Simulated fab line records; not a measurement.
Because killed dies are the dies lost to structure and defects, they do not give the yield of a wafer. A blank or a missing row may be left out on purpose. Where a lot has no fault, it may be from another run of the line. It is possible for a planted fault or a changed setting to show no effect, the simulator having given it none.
Which of the tools did it? ; flow gf180mcu ; 33 wafers from 11 lots sampled at 3 of the route's 602 steps

WHAT THE GAUGES SHOWED, per wafer
GF_NWELL_OVL_MEAS_07.
lot;measured;on;NWELL_OVL (nm)
L360;day 3 09:06;overlay-01;1.3 2.8 0.1
L361;day 3 12:46;overlay-02;0.8 0.4 1.2
L363;day 3 23:04;overlay-02;3.0 1.8 1.7
L364;day 4 04:17;overlay-02;-0.7 0.3 1.1
L366;day 4 14:45;overlay-02;2.1 1.9 2.6
L373;day 6 08:11;overlay-01;3.3 2.9 2.7
L374;day 6 12:24;overlay-01;2.5 1.4 1.6
L378;day 7 09:52;overlay-01;1.7 2.2 1.0
L380;day 7 20:50;overlay-01;3.9 4.9 5.1
L381;day 8 02:25;overlay-01;-0.1 -0.2 0.3
L383;day 8 15:03;overlay-01;1.6 2.8 1.0

GF_HV_LDD_THK_MEAS_57.
lot;measured;on;HV_LDD_CVD_56_THK (nm)
L360;day 12 13:30;film metro-03;89.7 88.9 89.3
L361;day 12 19:44;film metro-04;89.7 90.1 90.1
L363;day 13 06:52;film metro-03;90.3 89.3 89.4
L364;day 13 19:16;film metro-01;90.2 88.3 89.4
L366;day 14 09:22;film metro-04;89.8 89.8 89.0
L373;day 16 22:26;film metro-01;96.4 96.4 96.2
L374;day 17 02:37;film metro-01;97.3 97.1 97.7
L378;day 18 11:23;film metro-03;89.5 88.7 89.6
L380;day 19 02:03;film metro-01;90.0 90.7 89.5
L381;day 19 08:34;film metro-04;90.1 90.0 90.6
L383;day 20 07:18;film metro-04;90.2 90.0 90.0

WHICH TOOL RAN EACH LOT (tool, then ch and the chambers of the sampled wafers, then the start)
lot;GF_HV_LDD_CVD_56
L360;lpcvd-02 ch 0, day 12 12:04
L361;lpcvd-01 ch 1, day 12 18:17
L363;lpcvd-02 ch 1, day 13 05:25
L364;lpcvd-02 ch 0, day 13 16:03
L366;lpcvd-01 ch 1, day 14 07:55
L373;lpcvd-02 ch 0, day 16 21:01
L374;lpcvd-02 ch 1, day 17 01:11
L378;lpcvd-01 ch 1, day 18 09:13
L380;lpcvd-01 ch 0, day 19 00:37
L381;lpcvd-01 ch 0, day 19 07:06
L383;lpcvd-02 ch 0, day 20 05:52
- GF_HV_LDD_CVD_56: deposits Si3N4 from DCS/NH3, target thk 90 nm, time 1543 s.

WHAT THE TOOLS THEMSELVES READ (means of the sampled wafers that have a number; where no wafer has one, the mark that the record gives instead)
GF_HV_LDD_CVD_56.
lot;tool;spike tc centre C (C);spike tc top C (C);zone power centre pct (%)
L360;lpcvd-02;767.7;778.7;13.7
L361;lpcvd-01;771.3;780.6;11.6
L363;lpcvd-02;770.6;783.9;11.9
L364;lpcvd-02;768.6;779.6;13.6
L366;lpcvd-01;772.3;780.1;11.7
L373;lpcvd-02;768.5;779.2;13.7
L374;lpcvd-02;771.5;784.8;11.8
L378;lpcvd-01;772.9;778.6;11.7
L380;lpcvd-01;769.3;782.5;13.2
L381;lpcvd-01;769.8;783.2;13.0
L383;lpcvd-02;768.3;779.2;13.7

THE ANSWER, worked out from the rows above alone
Rule: the usual values come from the lots themselves. The widest of any qualifying gaps counts: lots, ordered by their means at a reading, are off when they make up no more than a third of the lots, leave a main group of 4 or more, and stand apart from it by 3 or more times the standard deviation of that group's means. A main group is skipped when, at the precision printed for the reading in the tables above, its means are all equal. Also off: a lot with no number at a reading for which 4 or more lots have one. Where the step has rows for the other lots, those lots are counted as sound. After the gauges, taken in route order, come the tools' own readings; for these a lot's mean is taken, as printed above. At the first step where some lot is off, the reading lying furthest off is the one used; lots without a number count as furthest.
Off: at GF_HV_LDD_THK_MEAS_57 (HV_LDD_CVD_56_THK), L373, L374. Main group: mean 89.7 nm, sd 0.36.
A tool fits if, at a process step before that reading, it ran every lot that is off, and no sound lot after the first of them. Gauges at GF_HV_LDD_THK_MEAS_57: tried the same way as those tools. None of those tried fits.

WHAT WAS PUT IN BY THE SIMULATOR
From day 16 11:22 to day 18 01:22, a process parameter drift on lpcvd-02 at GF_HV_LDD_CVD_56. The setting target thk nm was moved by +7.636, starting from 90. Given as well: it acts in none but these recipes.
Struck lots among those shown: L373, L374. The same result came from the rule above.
